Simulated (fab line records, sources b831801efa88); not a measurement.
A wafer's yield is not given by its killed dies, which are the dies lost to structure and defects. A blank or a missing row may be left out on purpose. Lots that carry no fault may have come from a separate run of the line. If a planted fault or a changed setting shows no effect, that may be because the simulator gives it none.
Which tool did it?	flow sky130	Sampling: 12 lots, 36 wafers, 5 of 708 route steps

## WHAT THE GAUGES READ, wafer by wafer
SKY_SD_P_CD_MEAS_07 targets a cd of 380 nm. Usual: cdNm 380.2 nm, standard deviation 2.6.
lot	measured	on	cdNm (nm)	flag
L423	day 26 20:01	cdSem-02	379.9 378.2 378.9	
L425	day 26 23:06	cdSem-02	375.3 374.0 376.7	
L427	day 27 06:29	cdSem-01	381.4 380.2 380.4	
L426	day 27 06:48	cdSem-02	376.4 379.0 379.5	
L428	day 27 08:43	cdSem-01	381.2 380.1 379.1	
L432	day 28 19:11	cdSem-02	381.3 380.8 381.9	
L435	day 29 15:47	cdSem-02	384.2 384.9 385.6	
L439	day 30 23:24	cdSem-01	379.3 379.1 379.7	
L441	day 31 10:51	cdSem-01	382.6 382.2 381.8	
L443	day 32 12:13	cdSem-02	377.7 376.1 378.3	
L444	day 33 08:42	cdSem-01	381.4 380.3 383.0	
L446	day 33 11:54	cdSem-01	382.2 382.7 380.2	

SKY_SD_P_OVL_MEAS_08. Usual: SD_P_OVL -0.1 nm, standard deviation 1.2.
lot	measured	on	SD_P_OVL (nm)	flag
L423	day 26 20:07	overlay-01	1.8 -1.6 -0.7	
L425	day 26 23:13	overlay-02	-0.4 0.7 0.5	
L427	day 27 06:36	overlay-02	-2.7 -2.0 -1.4	
L426	day 27 06:55	overlay-01	2.6 -0.2 0.4	
L428	day 27 08:47	overlay-01	-0.3 -1.4 -0.5	
L432	day 28 19:17	overlay-02	0.0 -0.9 -0.9	
L435	day 29 15:55	overlay-02	-1.1 -1.0 -1.0	
L439	day 30 23:31	overlay-02	-0.4 -0.4 -2.1	
L441	day 31 10:58	overlay-02	-1.1 -1.4 0.5	
L443	day 32 12:20	overlay-01	-0.9 -0.7 -0.6	
L444	day 33 08:49	overlay-01	0.5 0.2 0.1	
L446	day 33 12:01	overlay-01	0.4 0.6 -0.2	

SKY_LI_CONTACT_CD_MEAS_12 targets a cd of 170 nm. Usual: cdNm 169.8 nm, standard deviation 1.6.
lot	measured	on	cdNm (nm)	flag
L423	day 30 09:19	cdSem-02	172.6 173.7 173.7	
L425	day 30 14:17	cdSem-02	171.7 172.1 171.7	
L427	day 30 21:47	cdSem-01	169.1 170.1 170.4	
L426	day 30 21:56	cdSem-01	169.9 168.4 169.5	
L428	day 30 23:13	cdSem-01	148.3 150.2 149.4 148.4 150.1 149.3	OFF
L432	day 32 07:17	cdSem-02	167.3 168.4 169.1	
L435	day 33 03:24	cdSem-01	169.4 168.6 168.2	
L439	day 34 10:22	cdSem-02	169.3 169.4 169.7	
L441	day 34 21:08	cdSem-01	169.4 171.3 171.8	
L443	day 35 21:10	cdSem-02	170.3 170.2 171.1	
L444	day 36 17:54	cdSem-01	168.2 168.1 167.4	
L446	day 36 21:38	cdSem-02	169.7 169.9 170.7	

## TOOL THAT RAN EACH LOT (tool first, then ch and the chambers of the sampled wafers, then the start)
lot	SKY_POLY_CUT_ETCH_10	SKY_LI_CONTACT_EXPOSE_09
L423	rieDiel-01 ch 0,1,2, day 25 15:13	krfScanner-01 ch 0, day 29 19:21
L425	rieDiel-01 ch 0,1, day 25 18:07	krfScanner-01 ch 0, day 30 00:20
L427	rieDiel-01 ch 0,1,3, day 26 01:30	krfScanner-02 ch 0, day 30 08:08
L426	rieDiel-02 ch 0,1,3, day 26 01:49	krfScanner-01 ch 0, day 30 08:24
L428	rieDiel-02 ch 0,3, day 26 05:00	krfScanner-02 ch 0, day 30 09:53
L432	rieDiel-01 ch 0,2, day 27 14:31	krfScanner-01 ch 0, day 31 18:13
L435	rieDiel-01 ch 0,1,3, day 28 11:15	krfScanner-01 ch 0, day 32 13:45
L439	rieDiel-02 ch 1,2,3, day 29 19:27	krfScanner-01 ch 0, day 33 21:10
L441	rieDiel-04 ch 0,1,2, day 30 09:03	krfScanner-01 ch 0, day 34 08:33
L443	rieDiel-04 ch 2,3, day 31 09:07	krfScanner-02 ch 0, day 35 08:54
L444	rieDiel-01 ch 0,2,3, day 32 06:27	krfScanner-01 ch 0, day 36 04:29
L446	rieDiel-01 ch 0,1,2, day 32 09:01	krfScanner-01 ch 0, day 36 08:28
- SKY_POLY_CUT_ETCH_10: etches BARC in N2/H2, stops on SiO2, time 45.9 s, target depth 60 nm.
- SKY_LI_CONTACT_EXPOSE_09: exposes mask LICM1, target cd 170 nm.

## WHAT THE TOOLS THEMSELVES READ (means of the sampled wafers that have a number; where no wafer has one, the mark that the record gives instead)
SKY_POLY_CUT_ETCH_10. Usual: drypumpMotorCurrentA 5.9 A, standard deviation 0.46; h2FlowSccm 200.0 sccm, standard deviation 0.62; oesProductAu 0.855 a.u., standard deviation 0.0047; rfFwdPowerW 495.1 W, standard deviation 2.2; throttleValvePct 13.225 %, standard deviation 0.0094.
lot	tool	drypumpMotorCurrentA (A)	h2FlowSccm (sccm)	oesProductAu (a.u.)	rfFwdPowerW (W)	throttleValvePct (%)	flag
L423	rieDiel-01	6.4	199.7	0.853	492.8	13.224	
L425	rieDiel-01	6.4	200.0	0.856	494.0	13.225	
L427	rieDiel-01	6.0	200.3	0.854	495.4	13.225	
L426	rieDiel-02	5.6	200.8	0.855	496.4	13.232	
L428	rieDiel-02	5.9	199.6	0.853	492.0	13.223	
L432	rieDiel-01	6.3	199.7	0.859	496.1	13.225	
L435	rieDiel-01	6.0	199.6	0.851	493.7	13.226	
L439	rieDiel-02	5.7	200.1	0.850	497.1	13.230	
L441	rieDiel-04	6.1	200.5	0.856	494.1	13.222	
L443	rieDiel-04	5.7	200.1	0.859	494.4	13.228	
L444	rieDiel-01	6.0	200.0	0.856	495.1	13.224	
L446	rieDiel-01	6.3	200.0	0.856	494.0	13.234	

SKY_LI_CONTACT_EXPOSE_09. Usual: exposureDoseMJCm2 37.98, standard deviation 0.033.
lot	tool	exposureDoseMJCm2	flag
L423	krfScanner-01	38.00	
L425	krfScanner-01	38.01	
L427	krfScanner-02	37.97	
L426	krfScanner-01	37.99	
L428	krfScanner-02	38.00	
L432	krfScanner-01	38.01	
L435	krfScanner-01	38.00	
L439	krfScanner-01	37.95	
L441	krfScanner-01	38.00	
L443	krfScanner-02	37.97	
L444	krfScanner-01	37.98	
L446	krfScanner-01	37.96	

## THE ANSWER, worked out from the rows above alone
Rule: take the mean of a lot's wafers that have a number; if it is more than 3 standard deviations from the usual mean, the lot is off. A lot without any number at a reading at which 4 lots or more have one is off too. All remaining lots with rows at the step are treated as sound. Order of review: gauges by route order, followed by the tools' own readings, for which a lot's mean as printed above is used. At the first step where some lot is off, the reading lying furthest off is the one used; lots without a number count as furthest.
Off, at SKY_LI_CONTACT_CD_MEAS_12 on cdNm: L428.
If a tool, at a process step before that reading, ran all the lots that are off and no sound lot after the first of them, it fits. Gauges at SKY_LI_CONTACT_CD_MEAS_12: tried the same way as those tools. Not one of the candidates tried fits.

## WHAT THE SIMULATOR PUT IN
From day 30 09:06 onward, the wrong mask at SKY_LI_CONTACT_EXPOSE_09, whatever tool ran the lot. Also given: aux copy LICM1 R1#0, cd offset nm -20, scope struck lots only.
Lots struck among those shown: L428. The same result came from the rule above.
